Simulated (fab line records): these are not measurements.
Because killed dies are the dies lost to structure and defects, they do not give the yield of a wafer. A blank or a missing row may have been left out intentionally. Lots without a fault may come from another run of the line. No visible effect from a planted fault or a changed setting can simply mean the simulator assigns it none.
fab line records	flow sky130
record lots=5	wafers=15	lastDay=51
route steps=708 shown VIA2@525 METAL3@532 CAPM@537 PAD_OPEN@708
lots that met no fault: taken from a fault-free run of the same line
startH: hours from the record's first day to the start of the lot's first wafer shown	waitH: how many hours have passed since the lot's step before this one	" identical to the entry in the row above	L1.1+2: a row that stands for several wafers	- no value, or no start given	* or withheld: withheld	< > ~ a bound
route shown NAME@n: a module of which the file shows steps, and the number in the route of the first	usual: mean/standard deviation of fault-free wafers	same: alike in all rows	chamber/n: place in a boat	sites: readings site by site	_std_site: the standard deviation of these	_edge_site: the outer-site mean with the inner-site mean subtracted	radiusMm: how far each site lies from the wafer's centre	mask NAME#n: copy n	behind: the most recent tool/chamber to have shaped the wafer	hold: why the lot was held/for how many hours/how that ended	device: whichever transistor did not switch (one of n, p or np)	end of line: the same wafers' tests at the end of the route	a step given without rows: its recipe and nothing more	killed: the dies lost at the first sort to structure and to defects; this is not the yield of the wafer	map: a wafer's dies, marking killed ones x, the rest . and places with no die _
set.NAME: the run value of the setting; set.NAME@STEP: its run value at that earlier step	model.NAME: the simulator's own value behind a step, which no gauge read
lots at some steps of the route; a table a step, a row a wafer
services: the hour from which a tool's chamber was out of use, counted from the record's first day as startH (under 0 if before that day), plus the number of hours and why
## steps
# step SKY_VIA2_CLEAN_18
# recipe chemistry=IPA	timeS=180	tempC=25
# step SKY_VIA2_CLEAN_19
# recipe chemistry=O3/DIW	dry=n2Spin
# step SKY_VIA2_SPUTTER_20
# recipe material=TiN	targetThkNm=20	chamberPressurePa=5	powerW=4000	timeS=80
# usual throttleValvePct=30.6/0.86
lot.wafer	tool	chamber	startH	waitH	throttleValvePct
L821.1	pvdSputter-04	-	976.62	0.0	31.3
L821.3	"	-	"	"	30.8
L821.6	"	-	"	"	30.9
L825.2	pvdSputter-02	-	994.23	0.0	30.9
L825.3	"	-	"	"	30.4
L825.4	"	-	"	"	29.7
L830.3	pvdSputter-02	-	1023.45	0.0	29.9
L830.4	"	-	"	"	30.0
L830.5	"	-	"	"	30.3
L831.3	pvdSputter-04	-	1033.13	0.0	30.6
L831.5	"	-	"	"	30.4
L831.6	"	-	"	"	30.8
L833.4	pvdSputter-04	-	1043.07	0.0	31.1
L833.5	"	-	"	"	30.4
L833.6	"	-	"	"	31.1
# step SKY_VIA2_CVD_21
# recipe material=W	targetThkNm=420	timeS=126.4	tempC=400	pressureTorr=40
# step SKY_VIA2_RS_MEAS_22
# recipe thkMeasGauge=four-point-probe	reads=W_of_VIA2_CVD_21+TiN_of_VIA2_SPUTTER_20
# usual VIA2_W_RS=0.269/0.0044
lot.wafer	tool	chamber	startH	waitH	VIA2_W_RS[ohm/sq]
L821.1	filmMetro-02	-	976.81	0.1	0.272
L821.3	"	-	"	"	0.272
L821.6	"	-	"	"	0.273
L825.2	filmMetro-02	-	994.45	0.1	0.268
L825.3	"	-	"	"	0.273
L825.4	"	-	"	"	0.271
L830.3	filmMetro-02	-	1023.81	0.2	0.269
L830.4	"	-	"	"	0.268
L830.5	"	-	"	"	0.272
L831.3	filmMetro-02	-	1033.37	0.1	0.269
L831.5	"	-	"	"	0.270
L831.6	"	-	"	"	0.268
L833.4	filmMetro-02	-	1043.50	0.3	0.269
L833.5	"	-	"	"	0.270
L833.6	"	-	"	"	0.272
# step SKY_VIA2_THK_MEAS_23
# recipe thkMeasGauge=xrf	reads=W_of_VIA2_CVD_21
# usual VIA2_W_THK=430/8.8
lot.wafer	tool	chamber	startH	waitH	VIA2_W_THK[nm]
L821.1	filmMetro-02	-	976.93	0.1	432
L821.3	"	-	"	"	429
L821.6	"	-	"	"	428
L825.2	filmMetro-02	-	994.56	0.1	427
L825.3	"	-	"	"	423
L825.4	"	-	"	"	426
L830.3	filmMetro-02	-	1023.91	0.1	433
L830.4	"	-	"	"	437
L830.5	"	-	"	"	425
L831.3	filmMetro-02	-	1033.47	0.1	423
L831.5	"	-	"	"	420
L831.6	"	-	"	"	423
L833.4	filmMetro-02	-	1043.59	0.1	426
L833.5	"	-	"	"	423
L833.6	"	-	"	"	421
# step SKY_VIA2_CMP_24
# recipe stopOn=SiO2	tOverpolishS=20	downForcePsi=3.5	platenRpm=60	targetThkNm=0	padVelocityMS=0.94248
# usual motorCurrentA=11.2/0.64	overpolishRunS=20.000/0.0088	timeToEndpointS=103/5
# same tOverpolishS=20
lot.wafer	tool	chamber	startH	waitH	motorCurrentA	overpolishRunS	timeToEndpointS
L821.3	cmp-02	1	976.99	0.0	11.4	20.006	100
L821.1	"	0	"	"	10.9	19.995	98
L821.6	"	1	"	"	12.1	19.992	102
L825.4	cmp-02	0	994.66	0.1	10.8	20.006	99
L825.3	"	1	"	"	11.4	20.017	100
L825.2	"	2	"	"	10.1	19.998	104
L830.4	cmp-01	0	1024.00	0.1	11.2	19.991	107
L830.3	"	1	"	"	9.9	20.001	108
L830.5	"	3	"	"	11.3	19.988	110
L831.3	cmp-01	2	1033.52	0.0	11.8	19.993	97
L831.6	"	2	"	"	11.7	20.003	99
L831.5	"	3	"	"	11.8	19.990	107
L833.4	cmp-01	1	1043.77	0.2	11.0	19.983	104
L833.5	"	2	"	"	11.8	20.001	96
L833.6	"	3	"	"	11.7	20.000	104
# step SKY_METAL3_SPUTTER_00
# recipe material=Ti	targetThkNm=15	powerW=3000	timeS=10	chamberPressurePa=0.4
# step SKY_METAL3_SPUTTER_01
# recipe material=TiN	targetThkNm=20	powerW=6500	timeS=16.7	chamberPressurePa=0.4
# usual throttleValvePct=30.3/1.1
lot.wafer	tool	chamber	startH	waitH	throttleValvePct
L821.1	pvdSputter-03	-	977.31	0.0	29.6
L821.3	"	-	"	"	32.0
L821.6	"	-	"	"	32.0
L825.2	pvdSputter-01	-	994.93	0.0	30.4
L825.3	"	-	"	"	31.0
L825.4	"	-	"	"	27.8
L830.3	pvdSputter-03	-	1024.27	0.0	29.8
L830.4	"	-	"	"	32.0
L830.5	"	-	"	"	29.5
L831.3	pvdSputter-03	-	1033.84	0.0	29.5
L831.5	"	-	"	"	29.2
L831.6	"	-	"	"	30.3
L833.4	pvdSputter-01	-	1043.94	0.0	29.7
L833.5	"	-	"	"	28.0
L833.6	"	-	"	"	30.9
# step SKY_METAL3_SPUTTER_02
# recipe material=AlCu	targetThkNm=735	powerW=10600	timeS=39.1	chamberPressurePa=0.4
# step SKY_METAL3_SPUTTER_03
# recipe material=Ti	targetThkNm=5	powerW=3000	timeS=3.3	chamberPressurePa=0.4
# usual throttleValvePct=30.2/1.1
lot.wafer	tool	chamber	startH	waitH	throttleValvePct
L821.1	pvdSputter-03	-	977.38	0.0	29.4
L821.3	"	-	"	"	32.0
L821.6	"	-	"	"	32.0
L825.2	pvdSputter-01	-	994.99	0.0	30.1
L825.3	"	-	"	"	30.8
L825.4	"	-	"	"	27.9
L830.3	pvdSputter-03	-	1024.33	0.0	29.5
L830.4	"	-	"	"	31.9
L830.5	"	-	"	"	29.5
L831.3	pvdSputter-03	-	1033.91	0.0	29.4
L831.5	"	-	"	"	29.3
L831.6	"	-	"	"	30.3
L833.4	pvdSputter-01	-	1044.00	0.0	29.6
L833.5	"	-	"	"	27.7
L833.6	"	-	"	"	31.2
# step SKY_METAL3_SPUTTER_04
# recipe material=TiN	targetThkNm=70	powerW=6500	timeS=58.3	chamberPressurePa=0.4
# step SKY_CAPM_CVD_00
# recipe material=SiO2	targetThkNm=15.5	tempC=400	timeS=withheld	rfW=450
# usual heaterPowerW=682/110	rfFwdPowerW=441.4/2.3
lot.wafer	tool	chamber	startH	waitH	heaterPowerW	rfFwdPowerW	model.SiO2_of_CAPM_CVD_00.thkNm
L821.1	pecvd-02	1	977.44	0.0	664	439.6	15.04
L821.3	"	0	"	"	550	443.1	15.18
L821.6	"	1	"	"	665	441.8	15.57
L825.2	pecvd-02	0	995.06	0.0	496	438.7	15.32
L825.3	"	1	"	"	750	-	13.67
L825.4	"	2	"	"	677	-	13.59
L830.3	pecvd-04	0	1024.40	0.0	551	440.2	15.16
L830.4	"	0	"	"	551	440.9	15.32
L830.5	"	2	"	"	820	442.7	15.35
L831.3	pecvd-01	2	1033.97	0.0	585	439.6	15.28
L831.5	"	0	"	"	738	444.0	15.67
L831.6	"	2	"	"	567	439.8	15.57
L833.4	pecvd-01	0	1044.08	0.0	773	443.7	15.8
L833.5	"	1	"	"	849	439.0	15.79
L833.6	"	2	"	"	590	439.8	15.49
# step SKY_CAPM_THK_MEAS_01
# recipe reads=SiO2_of_CAPM_CVD_00
# usual CAPM_CVD_00_THK=15.41/0.25
lot.wafer	tool	chamber	startH	waitH	CAPM_CVD_00_THK[nm]
L821.1	filmMetro-02	-	977.47	-	15.04
L821.3	"	-	"	"	15.18
L821.6	"	-	"	"	15.56
L825.2	filmMetro-03	-	995.09	-	15.30
L825.3	"	-	"	"	13.64
L825.4	"	-	"	"	13.59
L830.3	filmMetro-03	-	1024.44	-	15.20
L830.4	"	-	"	"	15.30
L830.5	"	-	"	"	15.33
L831.3	filmMetro-03	-	1034.02	-	15.28
L831.5	"	-	"	"	15.67
L831.6	"	-	"	"	15.57
L833.4	filmMetro-03	-	1044.12	-	15.77
L833.5	"	-	"	"	15.84
L833.6	"	-	"	"	15.51
# step SKY_CAPM_SPUTTER_02
# recipe material=TiN	targetThkNm=200	tempC=300	powerW=6500	timeS=171.6	chamberPressurePa=0.4
# step SKY_CAPM_RS_MEAS_03
# recipe thkMeasGauge=four-point-probe	reads=TiN_of_CAPM_SPUTTER_02
# usual CAPM_TIN_RS=6.71/0.088
lot.wafer	tool	chamber	startH	waitH	CAPM_TIN_RS[ohm/sq]
L821.1	filmMetro-03	-	977.63	0.1	6.70
L821.3	"	-	"	"	6.73
L821.6	"	-	"	"	6.74
L825.2	filmMetro-03	-	995.27	0.1	6.63
L825.3	"	-	"	"	6.68
L825.4	"	-	"	"	6.73
L830.3	filmMetro-02	-	1024.63	0.1	6.95
L830.4	"	-	"	"	6.79
L830.5	"	-	"	"	6.95
L831.3	filmMetro-04	-	1034.21	0.1	6.75
L831.5	"	-	"	"	6.73
L831.6	"	-	"	"	6.73
L833.4	filmMetro-02	-	1044.32	0.1	6.58
L833.5	"	-	"	"	6.58
L833.6	"	-	"	"	6.56
# step SKY_CAPM_THK_MEAS_04
# recipe thkMeasGauge=xrf	reads=TiN_of_CAPM_SPUTTER_02
# usual CAPM_TIN_THK=208/3
lot.wafer	tool	chamber	startH	waitH	CAPM_TIN_THK[nm]
L821.1	filmMetro-03	-	977.75	0.1	208
L821.3	"	-	"	"	207
L821.6	"	-	"	"	206
L825.2	filmMetro-03	-	995.38	0.1	209
L825.3	"	-	"	"	207
L825.4	"	-	"	"	205
L830.3	filmMetro-02	-	1024.73	0.1	199
L830.4	"	-	"	"	205
L830.5	"	-	"	"	200
L831.3	filmMetro-04	-	1034.31	0.1	206
L831.5	"	-	"	"	207
L831.6	"	-	"	"	207
L833.4	filmMetro-02	-	1044.41	0.1	212
L833.5	"	-	"	"	212
L833.6	"	-	"	"	211
# step SKY_CAPM_DEHYDRATE_05
# recipe tempC=200	timeS=60
# step SKY_CAPM_HMDS_06
# recipe primeTimeS=60	primeTempC=120
# step SKY_CAPM_COAT_07
# recipe resist=NOVOLAK	spinRpm=3000	resistThkNm=1140
# step SKY_CAPM_SOFTBAKE_08
# recipe tempC=90	timeS=60	resist=NOVOLAK
# step SKY_CAPM_EXPOSE_09
# recipe maskId=CAPM	na=0.6	sourceShape=conventional	sigmaOuter=0.6	polarization=unpolarized	targetCdNm=1000	doseMj=162.3
# step SKY_CAPM_PEB_10
# recipe tempC=withheld	timeS=*	resist=NOVOLAK
# step SKY_CAPM_DEVELOP_11
# recipe resist=NOVOLAK	developer=TMAH	developTimeS=60	devTempC=23
# step SKY_CAPM_OVL_MEAS_12
# usual CAPM_OVL=0.2/1.4
lot.wafer	tool	chamber	startH	waitH	CAPM_OVL[nm]
L821.1	overlay-01	-	1002.89	0.1	-0.1
L821.3	"	-	"	"	-1.2
L821.6	"	-	"	"	0.4
L825.2	overlay-02	-	1019.49	0.1	0.2
L825.3	"	-	"	"	1.0
L825.4	"	-	"	"	-1.0
L830.3	overlay-01	-	1047.77	0.1	-0.5
L830.4	"	-	"	"	0.8
L830.5	"	-	"	"	1.4
L831.3	overlay-02	-	1057.52	0.1	-0.1
L831.5	"	-	"	"	-0.1
L831.6	"	-	"	"	-2.2
L833.4	overlay-02	-	1067.00	0.1	-0.3
L833.5	"	-	"	"	1.8
L833.6	"	-	"	"	-0.7
# step SKY_CAPM_METAL_ETCH_13
# recipe targetDepthNm=220	stopOn=SiO2	chemistry=Cl2/BCl3	target=TiN	pressureMtorr=10	icpW=900	biasW=48.5	Cl2_flow_sccm=60	bcl3FlowSccm=30	timeS=62.9
# step SKY_CAPM_STRIP_14
# recipe chemistry=O2/N2	powerW=1400	pressureMtorr=1500	platenTempC=withheld	o2FlowSccm=3000	n2FlowSccm=300	overashFraction=0.5
# usual drypumpMotorCurrentA=5.8/0.68	oesProductAu=0.710/0.0041	stripTimeToEndpointS=12.65/0.051
lot.wafer	tool	chamber	startH	waitH	drypumpMotorCurrentA	oesProductAu	rfHoursCounterH	stripTimeToEndpointS
L821.1	plasmaAsher-02	0	1003.00	0.1	4.8	0.704	88	12.72
L821.3	"	0	"	"	4.8	0.710	-	12.65
L821.6	"	1	"	"	6.6	0.711	-	12.66
L825.2	plasmaAsher-01	1	1019.60	0.1	6.6	0.715	25	12.64
L825.3	"	1	"	"	6.6	0.706	-	12.67
L825.4	"	0	"	"	5.8	0.710	-	12.66
L830.3	plasmaAsher-01	1	1047.93	0.1	6.6	0.703	-	12.72
L830.4	"	0	"	"	5.7	0.713	-	12.66
L830.5	"	0	"	"	5.8	0.709	-	12.69
L831.3	plasmaAsher-04	1	1057.65	0.1	5.4	0.712	-	12.58
L831.5	"	1	"	"	5.4	0.703	-	12.56
L831.6	"	0	"	"	5.8	0.713	-	12.54
L833.4	plasmaAsher-02	1	1067.13	0.1	6.6	0.712	-	12.69
L833.5	"	1	"	"	6.6	0.702	-	12.65
L833.6	"	0	"	"	4.8	0.710	-	12.67
# step SKY_CAPM_STRIP_15
# recipe chemistry=postEtchResidueRemover	timeS=1200	tempC=72.5
# step SKY_CAPM_CLEAN_16
# recipe chemistry=IPA	timeS=180	tempC=25
# step SKY_CAPM_CLEAN_17
# recipe chemistry=O3/DIW	dry=n2Spin
# step SKY_METAL3_DEHYDRATE_05
# recipe tempC=200	timeS=60
# step SKY_METAL3_HMDS_06
# recipe primeTimeS=60	primeTempC=120
# step SKY_METAL3_COAT_07
# recipe resist=BARC	tempC=withheld	timeS=withheld	spinRpm=3000	resistThkNm=60
# step SKY_METAL3_COAT_08
# recipe resist=KrF-thick	spinRpm=3000	resistThkNm=1140
# step SKY_METAL3_SOFTBAKE_09
# recipe tempC=100	timeS=90	resist=KrF-thick
# step SKY_METAL3_EXPOSE_10
# recipe maskId=MM3	na=0.68	sourceShape=annular	sigmaInner=0.4	sigmaOuter=0.8	targetCdNm=300	doseMj=28
# step SKY_METAL3_PEB_11
# recipe pebTempC=withheld	pebTimeS=withheld	resist=KrF-thick
# step SKY_METAL3_DEVELOP_12
# recipe developTimeS=60	resist=KrF-thick	devTempC=21
# step SKY_METAL3_CD_MEAS_13
# recipe targetCdNm=300
# usual cdNm=300.3/1.5
lot.wafer	tool	chamber	startH	waitH	cdNm
L821.1	cdSem-01	-	1028.21	-	300.2
L821.3	"	-	"	"	299.4
L821.6	"	-	"	"	299.6
L825.2	cdSem-01	-	1043.12	-	300.9
L825.3	"	-	"	"	300.7
L825.4	"	-	"	"	302.0
L830.3	cdSem-02	-	1071.74	-	300.5
L830.4	"	-	"	"	298.9
L830.5	"	-	"	"	299.4
L831.3	cdSem-02	-	1081.40	-	300.1
L831.5	"	-	"	"	301.1
L831.6	"	-	"	"	301.0
L833.4	cdSem-02	-	1090.46	-	301.0
L833.5	"	-	"	"	299.0
L833.6	"	-	"	"	301.5
# step SKY_METAL3_OVL_MEAS_14
# usual METAL3_OVL=1/4.6
lot.wafer	tool	chamber	startH	waitH	METAL3_OVL[nm]
L821.1	overlay-02	-	1028.33	0.1	3
L821.3	"	-	"	"	1
L821.6	"	-	"	"	-4
L825.2	overlay-02	-	1043.23	0.1	-1
L825.3	"	-	"	"	-2
L825.4	"	-	"	"	2
L830.3	overlay-02	-	1071.83	0.1	1
L830.4	"	-	"	"	-3
L830.5	"	-	"	"	2
L831.3	overlay-01	-	1081.49	0.1	7
L831.5	"	-	"	"	12
L831.6	"	-	"	"	1
L833.4	overlay-02	-	1090.54	0.1	-6
L833.5	"	-	"	"	-5
L833.6	"	-	"	"	-7
# step SKY_METAL3_DESCUM_15
# recipe chemistry=O2	sourcePowerW=150	biasPowerW=0	pressureMtorr=10	tempC=40	timeS=8
# step SKY_METAL3_ETCH_16
# recipe chemistry=N2/H2	target=BARC	ionEnergyEv=200	biasW=100	pressureMtorr=30	n2FlowSccm=100	h2FlowSccm=200	icpW=500	stopOn=SiO2	timeS=88.2	targetDepthA=600
# step SKY_METAL3_ETCH_17
# recipe target=SiO2	stopOn=TiN	chemistry=C4F8/O2/Ar	sourceW=1500	biasW=1200	pressureMtorr=40	c4f8FlowSccm=withheld	O2_flow_sccm=6	Ar_flow_sccm=300	timeS=3.9	targetDepthA=150
# usual oesProductAu=0.752/0.0078	rfFwdPowerW=1467/7.8
lot.wafer	tool	chamber	startH	waitH	oesProductAu	rfFwdPowerW	rfHoursCounterH
L821.1	rieDiel-02	1	1028.49	0.1	0.738	1466	12
L821.3	"	3	"	"	0.746	1482	8
L821.6	"	1	"	"	0.756	1463	-
L825.2	rieDiel-04	2	1043.39	0.1	0.748	1466	8
L825.3	"	3	"	"	0.712	1469	21
L825.4	"	1	"	"	0.701	1472	19
L830.3	rieDiel-04	3	1071.99	0.0	0.742	1461	22
L830.4	"	1	"	"	0.754	1466	20
L830.5	"	0	"	"	0.748	1468	-
L831.3	rieDiel-02	2	1081.64	0.0	0.745	1460	5
L831.5	"	2	"	"	0.764	1458	-
L831.6	"	3	"	"	0.748	1486	-
L833.4	rieDiel-01	3	1090.69	0.0	0.765	1476	20
L833.5	"	1	"	"	0.759	1458	-
L833.6	"	0	"	"	0.750	1473	-
# step SKY_PAD_OPEN_PROBE_99
# usual defectLimitedYield=82.5/1.9	killed_at_M0_to_M3=43/6.4	killed_at_M4_up=3.3/1.9	killedAtContacts=24/5.7	killedAtFrontEnd=15/4.7	killedAtOther=0.3/0.48	killedDies=86/9.2	killedOpen=47/7	killedShort=39/6.5	sort_bin_3_pad_short=0.8/0.38	sort_bin_5_function=10.3/1.4	sort_bin_6_memory=6.3/1.1	sortNPass=406/9.2	sortYieldPct=82.5/1.9
# same grossDies=492	killedAtBackSide=0	sort_bin_4_leakage[%]=0	sort_bin_8_speed[%]=0
lot.wafer	tool	chamber	startH	waitH	defectLimitedYield[%]	killed_at_M0_to_M3	killed_at_M4_up	killedAtContacts	killedAtFrontEnd	killedAtOther	killedDies	killedOpen	killedShort	sort_bin_3_pad_short[%]	sort_bin_5_function[%]	sort_bin_6_memory[%]	sortNPass	sortYieldPct[%]	model.etest.capMim.bvV	model.etest.capMim.leakLog10ACm2	model.etest.capMim.cFfUm2
L821.1	prober-01	-	1185.93	0.1	83.9	42	7	19	10	1	79	37	41	1.0	9.1	5.9	413	83.9	13.6	-9.138	2.409
L821.3	prober-01	-	1186.03	0.2	82.5	51	5	26	4	0	86	51	34	0.2	8.7	8.5	406	82.5	14.33	-8.829	2.383
L821.6	prober-01	-	1186.18	0.2	81.9	46	6	21	15	1	89	46	42	0.8	10.4	6.9	403	81.9	13.49	-8.973	2.333
L825.2	prober-01	-	1198.00	0.1	85.8	33	4	21	12	0	70	33	36	0.2	8.1	5.9	422	85.8	13.85	-8.925	2.369
L825.3	prober-01	-	1198.05	0.2	83.7	44	2	21	13	0	80	47	32	1.0	9.6	5.7	412	83.7	12.1	-8.343	2.648
L825.4	prober-01	-	1198.10	0.2	82.9	32	2	29	19	2	84	45	38	0.8	10.0	6.3	408	82.9	12.53	-8.293	2.669
L830.3	prober-02	-	1215.18	0.2	83.1	43	4	20	15	1	83	42	39	1.2	10.4	5.3	409	83.1	13.65	-8.949	2.395
L830.4	prober-02	-	1215.23	0.2	85.2	34	0	27	12	0	73	39	33	0.4	9.1	5.3	419	85.2	13.91	-9.029	2.369
L830.5	prober-02	-	1215.28	0.2	82.7	47	5	21	12	0	85	58	27	0.6	11.2	5.5	407	82.7	13.3	-8.985	2.354
L831.3	prober-01	-	1223.15	0.2	82.1	53	2	15	18	0	88	43	44	0.8	10.8	6.3	404	82.1	13.85	-8.892	2.373
L831.5	prober-01	-	1223.25	0.2	82.9	42	1	27	13	1	84	56	27	0.2	9.6	7.3	408	82.9	13.94	-9.056	2.332
L831.6	prober-01	-	1223.30	0.2	82.9	42	5	24	13	0	84	44	39	1.6	9.6	5.9	408	82.9	13.96	-9.056	2.31
L833.4	prober-01	-	1228.92	0.2	80.3	58	3	22	13	1	97	49	47	0.4	11.8	7.5	395	80.3	14.37	-8.979	2.329
L833.5	prober-01	-	1228.97	0.2	83.5	48	4	16	13	0	81	37	44	1.0	10.2	5.3	411	83.5	13.61	-9.236	2.322
L833.6	prober-01	-	1229.02	0.2	79.7	55	1	23	21	0	100	58	41	0.2	12.4	7.7	392	79.7	13.82	-8.931	2.348
# killed by level:class
L821.1 CONTACT:geometricParticle:open=8 VIA1:geometricParticle:open=8 VIA2:geometricParticle:open=8 CONTACT:geometricParticle:short=6 METAL3:geometricParticle:short=6 METAL4:geometricParticle:short=5 VIA1:geometricParticle:short=4 POLY_GATE:geometricParticle:open=3
L821.3 VIA1:geometricParticle:open=12 LI_CONTACT:geometricParticle:open=9 METAL1:geometricParticle:short=8 VIA3:geometricParticle:open=8 CONTACT:geometricParticle:open=7 VIA2:geometricParticle:open=6 CONTACT:geometricParticle:short=4 METAL4:geometricParticle:short=4
L821.6 VIA1:geometricParticle:open=17 CONTACT:geometricParticle:open=6 VIA3:geometricParticle:short=6 VIA3:geometricParticle:open=6 POLY_GATE:geometricParticle:short=5 METAL2:geometricParticle:short=4 LI_CONTACT:geometricParticle:open=4 LOCAL_INTERCONNECT:geometricParticle:short=4
L825.2 LI_CONTACT:geometricParticle:open=8 METAL2:geometricParticle:short=7 VIA2:geometricParticle:open=6 CONTACT:geometricParticle:open=5 VIA1:geometricParticle:open=5 POLY_GATE:geometricParticle:open=4 CONTACT:geometricParticle:short=4 VIA1:geometricParticle:short=4
L825.3 VIA1:geometricParticle:open=19 CONTACT:geometricParticle:open=7 POLY_GATE:geometricParticle:short=6 VIA2:geometricParticle:open=6 LI_CONTACT:geometricParticle:open=5 VIA1:geometricParticle:short=5 LOCAL_INTERCONNECT:geometricParticle:short=4 CONTACT:geometricParticle:short=4
L825.4 LI_CONTACT:geometricParticle:open=8 CONTACT:geometricParticle:open=7 FIELD_ISO:geometricParticle:short=6 POLY_GATE:geometricParticle:open=5 LI_CONTACT:geometricParticle:short=5 CONTACT:geometricParticle:short=5 VIA1:geometricParticle:open=5 METAL2:geometricParticle:short=5
L830.3 LI_CONTACT:geometricParticle:open=9 VIA1:geometricParticle:open=7 VIA3:geometricParticle:open=7 VIA2:geometricParticle:open=6 CONTACT:geometricParticle:short=5 METAL2:geometricParticle:short=5 FIELD_ISO:geometricParticle:short=4 CONTACT:geometricParticle:open=4
L830.4 VIA1:geometricParticle:open=10 CONTACT:geometricParticle:open=8 LI_CONTACT:geometricParticle:open=7 METAL2:geometricParticle:short=5 CONTACT:geometricParticle:short=5 VIA1:geometricParticle:short=5 VIA2:geometricParticle:open=4 LOCAL_INTERCONNECT:geometricParticle:short=3
L830.5 VIA1:geometricParticle:open=12 LI_CONTACT:geometricParticle:open=9 CONTACT:geometricParticle:open=8 VIA3:geometricParticle:open=8 VIA2:geometricParticle:open=8 METAL1:geometricParticle:open=5 METAL2:geometricParticle:short=5 FIELD_ISO:geometricParticle:open=4
L831.3 VIA1:geometricParticle:open=14 VIA2:geometricParticle:open=9 VIA3:geometricParticle:open=6 POLY_GATE:geometricParticle:short=5 LI_CONTACT:geometricParticle:open=5 VIA1:geometricParticle:short=5 METAL2:geometricParticle:short=5 VIA2:geometricParticle:short=5
L831.5 VIA1:geometricParticle:open=15 CONTACT:geometricParticle:open=12 VIA2:geometricParticle:open=7 LI_CONTACT:geometricParticle:open=6 VIA1:geometricParticle:short=5 VIA3:geometricParticle:open=5 FIELD_ISO:geometricParticle:open=4 METAL1:geometricParticle:short=4
L831.6 VIA2:geometricParticle:open=9 CONTACT:geometricParticle:open=8 VIA1:geometricParticle:open=7 METAL2:geometricParticle:short=6 LOCAL_INTERCONNECT:geometricParticle:short=5 CONTACT:geometricParticle:short=5 VIA3:geometricParticle:open=5 FIELD_ISO:geometricParticle:short=4
L833.4 VIA1:geometricParticle:open=11 LI_CONTACT:geometricParticle:open=9 VIA3:geometricParticle:open=8 VIA1:geometricParticle:short=6 VIA2:geometricParticle:short=6 METAL2:geometricParticle:short=6 VIA2:geometricParticle:open=6 VIA3:geometricParticle:short=5
L833.5 METAL2:geometricParticle:short=8 VIA1:geometricParticle:open=7 VIA3:geometricParticle:short=7 CONTACT:geometricParticle:open=6 METAL3:geometricParticle:short=6 VIA2:geometricParticle:open=5 VIA3:geometricParticle:open=5 FIELD_ISO:geometricParticle:short=4
L833.6 VIA1:geometricParticle:open=16 VIA1:geometricParticle:short=10 VIA2:geometricParticle:open=9 CONTACT:geometricParticle:short=8 POLY_GATE:geometricParticle:open=7 LI_CONTACT:geometricParticle:open=7 CONTACT:geometricParticle:open=6 METAL2:geometricParticle:short=5
## services
tool	chamber	startH	hours	kind
plasmaAsher-01	-	954.40	28.1	pm
plasmaAsher-04	-	962.85	11.0	pm
rieDiel-04	3	964.39	1.2	repair
rieDiel-01	0	971.24	10.1	repair
cmp-01	-	974.44	2.2	repair
pvdSputter-01	-	977.75	1.7	repair
pecvd-02	1	986.38	5.7	repair
pvdSputter-04	-	988.61	3.7	repair
rieDiel-02	0	996.46	7.6	repair
cmp-01	-	1001.19	1.8	repair
pecvd-04	1	1003.67	13.9	repair
plasmaAsher-01	-	1012.46	2.9	repair
pvdSputter-01	-	1022.04	2.3	repair
rieDiel-04	-	1030.92	0.2	repair
pvdSputter-03	3	1033.97	-	consumableReplace:kit
pvdSputter-03	3	1033.97	18.0	scheduledDown
pvdSputter-03	3	1033.97	18.0	ventCycle
rieDiel-02	3	1037.15	3.4	repair
plasmaAsher-02	-	1041.08	14.6	pm
rieDiel-01	2	1044.20	4.7	repair
cmp-02	-	1057.03	1.1	repair
pvdSputter-03	-	1066.26	3.9	repair
plasmaAsher-02	-	1071.60	11.2	repair
cmp-01	-	1084.03	4.0	pm
## key
firstSign step=SKY_CAPM_THK_MEAS_01	reading=CAPM_CVD_00_THK	direction=down	sigmas=7.2	usual=15.41	struck=13.62
effect step=SKY_METAL3_ETCH_17	reading=oesProductAu	direction=down	sigmas=5.8	usual=0.752	struck=0.707
modelEffect step=SKY_CAPM_CVD_00	value=SiO2_of_CAPM_CVD_00.thkNm	without=15.39	struck=13.63
modelEffect step=SKY_PAD_OPEN_PROBE_99	value=etest.capMim.bvV	without=13.91	struck=12.31
metAt SKY_CAPM_CVD_00
struckWafers L825.3,L825.4
onsetBetween 977.44 995.06
fault kind=processParameterDrift	tool=pecvd-02	chamber=-	onsetH=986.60	steps=SKY_CAPM_CVD_00	channel=timeS	offset=withheld	shape=step	endH=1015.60	scope=struckWafersOnly	actsIn=*
